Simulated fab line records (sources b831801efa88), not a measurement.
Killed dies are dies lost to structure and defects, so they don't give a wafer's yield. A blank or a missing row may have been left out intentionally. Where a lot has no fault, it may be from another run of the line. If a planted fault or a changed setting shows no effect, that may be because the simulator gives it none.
A lot that was struck, set against a sound lot ; flow sky130 ; 16 steps out of a route of 708
Sound: the wafers L271.2, L271.3, L271.4. Struck: wafer L278.6 (L278.1, L278.2, from the same lot, were not struck and are left out); the cause is given at the end.
Order at every step that has rows: each side's tool, ch and its chambers, its first start. Under that, the readings that differ: sound wafers ; struck wafers ; difference of the means ; sigmas: that difference in standard deviations of wafers without a fault.
alike: same words and numbers on both sides, and readings whose means sit less than 2 such deviations apart. not compared: any withheld reading, any reading some wafer has no value for, any bound like >300 that may hide the same value, and any number with overlapping values for which the record gives no deviation.
A row with sigmas, a row that says differs or no value, or rows on one side alone: a step with any of these is where the two part. Numbers that don't overlap but have no deviation are shown without sigmas and don't part them. Lack of a reading on every wafer of one side parts them only where that side has two or more wafers.

SKY_SD_N_OVL_MEAS_08:
  sound on overlay-02, day 28 09:40; struck on overlay-02, day 31 21:31
  alike: SD_N_OVL
then, 2 steps without rows for these wafers: SKY_SD_N_IMPLANT_09; SKY_SD_N_IMPLANT_10.
SKY_SD_N_STRIP_11: strips in O2/N2.
  sound on plasmaAsher-01 ch 0,1, day 28 10:00; struck on plasmaAsher-01 ch 1, day 31 21:51
  alike: drypumpMotorCurrentA, oesProductAu, stripTimeToEndpointS
  not compared: rfHoursCounterH
SKY_SD_N_TW_MEAS_12:
  sound on filmMetro-01, day 28 10:07; struck on filmMetro-01, day 31 21:57
  alike: SD_N_TW
then, 1 step without rows for these wafers: SKY_SD_N_CLEAN_13 (cleans in SC1/SC2, time 150 s).
SKY_SD_N_RTA_14: time 2 s.
  sound on rtpAnneal-01 ch 0, day 28 10:13; struck on rtpAnneal-02 ch 0, day 31 22:04
  alike: lampPowerPct, rampUpCPerS, wafer_temp_C_max
SKY_SD_N_RS_MEAS_16: measurement is done with a four-point probe.
  sound on filmMetro-01, day 28 10:24; struck on filmMetro-02, day 31 22:14
  alike: SD_N_RS
SKY_SD_N_RS_MEAS_17: measurement is done with a four-point probe.
  sound on filmMetro-01, day 28 10:31; struck on filmMetro-02, day 31 22:22
  alike: SD_P_RS
SKY_SD_N_RS_MEAS_18: measurement is done with a four-point probe.
  sound on filmMetro-01, day 28 10:38; struck on filmMetro-02, day 31 22:29
  alike: RES_XHIGH_RS
then, 1 step without rows for these wafers: SKY_SALICIDE_CLEAN_00 (cleans in HF-last, time 30 s).
SKY_LI_CONTACT_HDPCVD_00: deposits PSG, target thk 930 nm, time 155 s.
  sound on hdpcvd-02 ch 0,2, day 28 10:55; struck on hdpcvd-02 ch 1, day 31 22:37
reading;sound;struck;difference;sigmas
model.PSG_of_LI_CONTACT_HDPCVD_00.thkNm (nm);934.3 935.4 932.9;1595;+661;
  alike: susceptorTempC
SKY_LI_CONTACT_THK_MEAS_01:
  sound on filmMetro-02, day 28 11:02; struck on filmMetro-04, day 31 22:43
reading;sound;struck;difference;sigmas
LI_CONTACT_HDPCVD_THK (nm);934 936 934;1595;+660;+66
SKY_LI_CONTACT_CMP_02: polishes PSG.
  sound on cmp-01 ch 0,1,3, day 28 11:05; struck on cmp-01 ch 3, day 31 22:47
reading;sound;struck;difference;sigmas
timeToEndpointS (s);29 29 36;89;+58;+14
  alike: motorCurrentA
SKY_LI_CONTACT_BOW_MEAS_03:
  sound on filmMetro-01, day 28 11:24; struck on filmMetro-02, day 31 23:05
  alike: LI_CONTACT_BOW
-- here the record skips 17 days between the struck wafers' starts before and after, leaving off in module LI_CONTACT and picking up in module PAD_OPEN (first step shown: number 708 of the route) --
SKY_PAD_OPEN_PROBE_99:
  sound on prober-02, day 46 06:57; struck on prober-01, day 48 17:02
reading;sound;struck;difference;sigmas
killedDies;78 78 97;105;+21;+2
  alike: killed_at_M0_to_M3, killed_at_M4_up, killedAtContacts, killedAtFrontEnd, killedAtOther, killedOpen, killedShort

WHERE THEY PART
Last at SKY_PAD_OPEN_PROBE_99 as far as this record goes, first at SKY_LI_CONTACT_THK_MEAS_01.

WHY: whatever the simulator had introduced
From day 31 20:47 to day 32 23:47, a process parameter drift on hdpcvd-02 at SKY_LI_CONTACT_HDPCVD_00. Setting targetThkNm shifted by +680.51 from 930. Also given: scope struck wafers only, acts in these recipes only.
